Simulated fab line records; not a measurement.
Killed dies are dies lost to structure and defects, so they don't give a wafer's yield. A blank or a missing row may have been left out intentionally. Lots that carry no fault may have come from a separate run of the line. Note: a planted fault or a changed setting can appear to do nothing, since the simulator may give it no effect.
Struck lot and sound lot, side by side || flow sky130 || 13 out of 708 route steps
Sound: the wafers L382.2, L382.3, L382.4. The struck wafers were L376.2, L376.4, L376.5. Last of all comes the cause.
Per side, at each step with rows, come the tool, then ch with its chambers, and then its first start. Under that, the readings that differ: sound wafers || struck wafers || difference of the means || sigmas: that difference in standard deviations of wafers without a fault.
alike: words and numbers the same on both sides, and readings whose means are apart by under 2 such deviations; not compared: readings that were withheld, readings missing a value for some wafer, numbers with overlapping values and no deviation given by the record, and bounds like >300 which may hide the same value.
The two part at a step that has a row with sigmas, a row that says differs or no value, or rows on one side only. Numbers that don't overlap but have no deviation are shown without sigmas and don't part them. A reading that every wafer of one side lacks parts them only if that side has two wafers or more.

first, 1 step without rows for these wafers: SKY_NWELL_IMPLANT_24.
SKY_NWELL_STRIP_25: strips in O2/N2.
  sound on plasmaAsher-01 ch 0,1, day 10 04:44; struck on plasmaAsher-03 ch 0,1, day 7 18:08
  alike: drypumpMotorCurrentA, oesProductAu, stripTimeToEndpointS
  not compared: rfHoursCounterH
SKY_NWELL_TW_MEAS_26:
  sound on filmMetro-03, day 10 04:51; struck on filmMetro-02, day 7 18:15
  alike: NWELL_2_TW
then, 1 step without rows for these wafers: SKY_NWELL_CLEAN_27 (cleans in SC1/SC2, time 150 s).
SKY_NWELL_RTA_28: time 30 s.
  sound on rtpAnneal-02 ch 0, day 10 04:58; struck on rtpAnneal-01 ch 0, day 7 18:23
  alike: lampPowerPct, wafer_temp_C_max
SKY_NWELL_RS_MEAS_29: uses a four-point probe to measure.
  sound on filmMetro-02, day 10 05:04; struck on filmMetro-03, day 7 18:34
  alike: NWELL_RS
SKY_NWELL_RS_MEAS_31: uses a four-point probe to measure.
  sound on filmMetro-02, day 10 05:19; struck on filmMetro-03, day 7 18:49
  alike: PWDE_RS
then, 4 steps without rows for these wafers: SKY_VT_ADJUST_HVTP_DEHYDRATE_00 (time 60 s); SKY_VT_ADJUST_HVTP_HMDS_01 (prime time 60 s); SKY_VT_ADJUST_HVTP_COAT_02 (resist thk 1140 nm); SKY_VT_ADJUST_HVTP_SOFTBAKE_03 (time 60 s).
SKY_VT_ADJUST_HVTP_EXPOSE_04: exposes mask HVTPM, target cd 380 nm.
  sound on ilineStepper-01 ch 0, day 10 17:09; struck on ilineStepper-02, day 8 05:46
  no value came back on the struck wafers for exposureDoseMJCm2, focusOffsetNm (nm), sigmaOuter, stageVelMmS (mm/s); on the sound wafers exposureDoseMJCm2 reads 139.86 140.05 139.77
  alike: mask
next, for these wafers, 1 step has no rows: SKY_VT_ADJUST_HVTP_PEB_05.

## WHERE THEY PART
Within this record, at SKY_VT_ADJUST_HVTP_EXPOSE_04 only.

WHY: whatever the simulator had introduced
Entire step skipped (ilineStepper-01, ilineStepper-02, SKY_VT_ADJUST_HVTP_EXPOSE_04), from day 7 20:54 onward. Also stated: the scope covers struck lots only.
